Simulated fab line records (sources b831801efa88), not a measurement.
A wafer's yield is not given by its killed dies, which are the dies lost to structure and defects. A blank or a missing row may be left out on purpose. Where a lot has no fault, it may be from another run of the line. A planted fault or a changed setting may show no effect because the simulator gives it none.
Comparing a struck lot with a sound one || flow sky130 || 17 steps out of a route of 708
Sound: these wafers, L396.1, L396.3, L396.5. Wafers struck: L399.1, L399.2, L399.6. The cause is named last.
Per side, at each step with rows, come the tool, then ch with its chambers, and then its first start. Under that, the readings that differ: sound wafers || struck wafers || difference of the means || sigmas: that difference in standard deviations of wafers without a fault.
alike: readings with means less than 2 such deviations apart, plus words and numbers identical on both sides. not compared: withheld readings, readings lacking a value on some wafer, bounds such as >300 that could conceal the same value, and numbers that have no deviation in the record and whose values overlap.
Wherever a step has rows on one side only, a row that says differs or no value, or a row with sigmas, the two part there. Non-overlapping numbers with no deviation appear without sigmas and do not part them. Lack of a reading on every wafer of one side parts them only where that side has two or more wafers.

SKY_METAL2_THK_MEAS_06: measures by xrf.
  sound on film metro-04 at day 37 05:16; struck on film metro-04 at day 38 07:28
{"reading": "METAL2_ALCU_THK (nm)", "sound": "254 253 257", "struck": "248 246 248", "difference": -7, "sigmas": -2}
then, 8 steps without rows for these wafers: SKY_METAL2_DEHYDRATE_07 (time 60 s); SKY_METAL2_HMDS_08 (prime time 60 s); SKY_METAL2_COAT_09 (resist thk 60 nm); SKY_METAL2_COAT_10 (resist thk 450 nm); SKY_METAL2_SOFTBAKE_11 (time 90 s); SKY_METAL2_EXPOSE_12 (exposes mask MM2, target cd 140 nm); SKY_METAL2_PEB_13; SKY_METAL2_DEVELOP_14 (develop time 60 s).
SKY_METAL2_CD_MEAS_15 targets a cd of 140 nm.
  sound on cd sem-02 at day 38 06:26; struck on cd sem-02 at day 39 08:20
  alike: cd nm
SKY_METAL2_OVL_MEAS_16:
  sound on overlay-02 at day 38 06:33; struck on overlay-02 at day 39 08:27
  alike: METAL2_OVL
SKY_METAL2_DESCUM_17: chemistry O2, time 8 s.
  sound on rie metal-03 ch 0, day 38 06:35; struck on rie metal-04 ch 0,1, day 39 08:29
  alike: chamber pressure mTorr, drypump motor current A, oes product au
  not compared: rf hours counter h
SKY_METAL2_ETCH_18: etches BARC in N2/H2, stops on SiO2, time 45.9 s, target depth 60 nm.
  sound on rie metal-03 ch 0, day 38 06:39; struck on rie metal-04 ch 0,1, day 39 08:31
  no value came back on the struck wafers for any of 5 readings (bias w (W), chamber pressure mTorr (mTorr) and others); on the sound wafers bias w (W) reads 100.0 99.8 100.2
{"reading": "model.KrF-thick_of_METAL2_COAT_10.thk nm (nm)", "sound": "392.7 390.9 390.1", "struck": "435.4 435 435", "difference": "+43.9", "sigmas": ""}
  not compared: rf hours counter h
SKY_METAL2_METAL_ETCH_19: etches the open film in Cl2/BCl3, stops on SiO2, target depth 360 nm, time 78 s.
  sound on rie metal-03 ch 0, day 38 06:46; struck on rie metal-04 ch 0,1, day 39 08:35
{"reading": "bcl3 flow sccm (sccm)", "sound": "30.11 30.18 30.09", "struck": "29.87 29.86 29.92", "difference": -0.24, "sigmas": -3}
{"reading": "bias w (W)", "sound": "48.65 48.63 48.77", "struck": "48.34 48.38 48.28", "difference": -0.35, "sigmas": -2}
{"reading": "oes product au (a.u.)", "sound": "0.854 0.858 0.864", "struck": "0.384 0.373 0.382", "difference": -0.479, "sigmas": -83}
{"reading": "model.KrF-thick_of_METAL2_COAT_10.thk nm (nm)", "sound": "158.7 156.3 156.2", "struck": "200.6 208.7 200.5", "difference": "+46.2", "sigmas": ""}
  alike: chamber pressure mTorr, drypump motor current A, throttle valve pct
  not compared: rf hours counter h
SKY_METAL2_STRIP_20: strips in O2/N2.
  sound on plasma asher-03 ch 0,1, day 38 06:57; struck on plasma asher-03 ch 0,1, day 39 08:40
{"reading": "oes product au (a.u.)", "sound": "0.338 0.347 0.350", "struck": "0.368 0.361 0.358", "difference": "+0.017", "sigmas": "+3"}
{"reading": "strip time to endpoint s (s)", "sound": "2.69 2.67 2.67", "struck": "3.16 3.25 3.17", "difference": "+0.52", "sigmas": "+12"}
  alike: chamber pressure mTorr, drypump motor current A
  not compared: rf hours counter h
then, 1 step without rows for these wafers: SKY_METAL2_STRIP_21 (strips in post etch residue remover, time 1200 s).
-- the record jumps here: 10 days lie between the struck wafers' starts before and after (it left off in module METAL2 and takes up again in module PAD_OPEN, whose first step shown is number 708 of the route) --
SKY_PAD_OPEN_PROBE_99:
  sound on prober-01 at day 48 05:52; struck on prober-01 at day 49 03:15
{"reading": "defect limited yield (%)", "sound": "80.5 80.3 78.5", "struck": "0 0 0", "difference": -80, "sigmas": -42}
{"reading": "killed_at_M0_to_M3", "sound": "53 47 68", "struck": "436 437 440", "difference": "+382", "sigmas": "+52"}
{"reading": "killed dies", "sound": "96 97 106", "struck": "492 492 492", "difference": "+392", "sigmas": "+42"}
{"reading": "killed on rim", "sound": "16 17 19", "struck": "96 96 96", "difference": "+79", "sigmas": "+21"}
{"reading": "sort_bin_5_function (%)", "sound": "11.2 10.6 12.8", "struck": "92.1 89.2 91.7", "difference": "+79.5", "sigmas": "+57"}
{"reading": "sort n pass", "sound": "396 395 386", "struck": "0 0 0", "difference": -392, "sigmas": -42}
{"reading": "sort yield pct (%)", "sound": "80.5 80.3 78.5", "struck": "0 0 0", "difference": -80, "sigmas": -42}
  alike: killed_at_M4_up, killed at contacts, killed at front end, killed at other, killed open, killed short, sort_bin_3_pad_short, sort_bin_6_memory

WHERE THEY PART
At SKY_METAL2_THK_MEAS_06 first; at SKY_PAD_OPEN_PROBE_99 last (within this record only).

WHY: what had been put in by the simulator
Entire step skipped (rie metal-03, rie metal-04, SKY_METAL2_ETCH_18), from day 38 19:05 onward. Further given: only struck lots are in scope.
